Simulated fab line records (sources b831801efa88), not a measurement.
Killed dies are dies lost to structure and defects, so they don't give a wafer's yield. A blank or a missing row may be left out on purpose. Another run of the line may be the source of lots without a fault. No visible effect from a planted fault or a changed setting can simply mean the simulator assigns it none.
Struck lot and sound lot, side by side    flow sky130    15 out of 708 route steps
Sound: wafers L495.1, L495.3, L495.4. Struck: wafers L499.1, L499.2, L499.3. The cause is given at the end.
Per side, at each step with rows, come the tool, then ch with its chambers, and then its first start. Under that, the readings that differ: sound wafers    struck wafers    difference of the means    sigmas: that difference in standard deviations of wafers without a fault.
alike: words and numbers the same on both sides, and readings whose means are apart by under 2 such deviations; not compared: readings that were withheld, readings missing a value for some wafer, numbers with overlapping values and no deviation given by the record, and bounds like >300 which may hide the same value.
A row with sigmas, a row that says differs or no value, or rows on one side alone: a step with any of these is where the two part. Non-overlapping numbers with no deviation appear without sigmas and do not part them. A reading missing from all wafers of one side parts the sides only when that side holds two or more wafers.

first, 1 step without rows for these wafers: SKY_LDD_HVP_IMPLANT_08.
SKY_LDD_HVP_STRIP_09: strips in O2/N2.
  sound on plasma asher-04 ch 0,1, day 25 02:07; struck on plasma asher-02 ch 0,1, day 25 21:13
  alike: drypump motor current A, oes product au, strip time to endpoint s
  not compared: rf hours counter h
SKY_LDD_HVP_TW_MEAS_10:
  struck on film metro-01, day 25 21:19; sound on film metro-03, day 25 02:13
  alike: LDD_HVP_TW
then, 7 steps without rows for these wafers: SKY_LDD_LDN_DEHYDRATE_00 (time 60 s); SKY_LDD_LDN_HMDS_01 (prime time 60 s); SKY_LDD_LDN_COAT_02 (resist thk 1140 nm); SKY_LDD_LDN_SOFTBAKE_03 (time 60 s); SKY_LDD_LDN_EXPOSE_04 (exposes mask LDNTM, target cd 700 nm); SKY_LDD_LDN_PEB_05; SKY_LDD_LDN_DEVELOP_06 (develop time 60 s).
SKY_LDD_LDN_OVL_MEAS_07:
  struck on overlay-01, day 27 02:26; sound on overlay-01, day 26 07:32
  alike: LDD_LDN_OVL
next, for these wafers, 1 step has no rows: SKY_LDD_LDN_IMPLANT_08.
SKY_LDD_LDN_IMPLANT_09:
  sound on implanter-04 ch 0, day 26 07:43; struck on implanter-04 ch 0, day 27 02:37
reading                    sound                 struck                difference  sigmas
beam energy keV            14.995 14.994 14.995  17.395 17.399 17.395  +2.402      +99 or more
model.implant.rp nm (nm)   12.95 12.95 12.95     14.09 14.09 14.09     +1.14       
model.implant.drp nm (nm)  5.933 5.933 5.933     6.554 6.554 6.554     +0.621      
next, for these wafers, 1 step has no rows: SKY_LDD_LDN_IMPLANT_10.
-- here the record skips 22 days between the struck wafers' starts before and after, leaving off in module LDD_LDN and picking up in module PAD_OPEN (first step shown: number 708 of the route) --
SKY_PAD_OPEN_PROBE_99:
  struck on prober-02, day 48 16:49; sound on prober-02, day 48 03:15
reading                          sound           struck          difference  sigmas
model.etest.tip sonos.rs ohm sq  2681 2690 2673  2538 2566 2536  -135        
  alike: killed_at_M0_to_M3, killed_at_M4_up, killed at contacts, killed at front end, killed at other, killed dies, killed on rim, killed open, killed short

WHERE THEY PART
Only at SKY_LDD_LDN_IMPLANT_09, within this record. Later steps at which nothing parts them and some readings are alike: SKY_PAD_OPEN_PROBE_99.

WHY: what had been put in by the simulator
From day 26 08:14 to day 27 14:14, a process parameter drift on implanter-04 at SKY_LDD_LDN_IMPLANT_09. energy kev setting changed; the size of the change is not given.
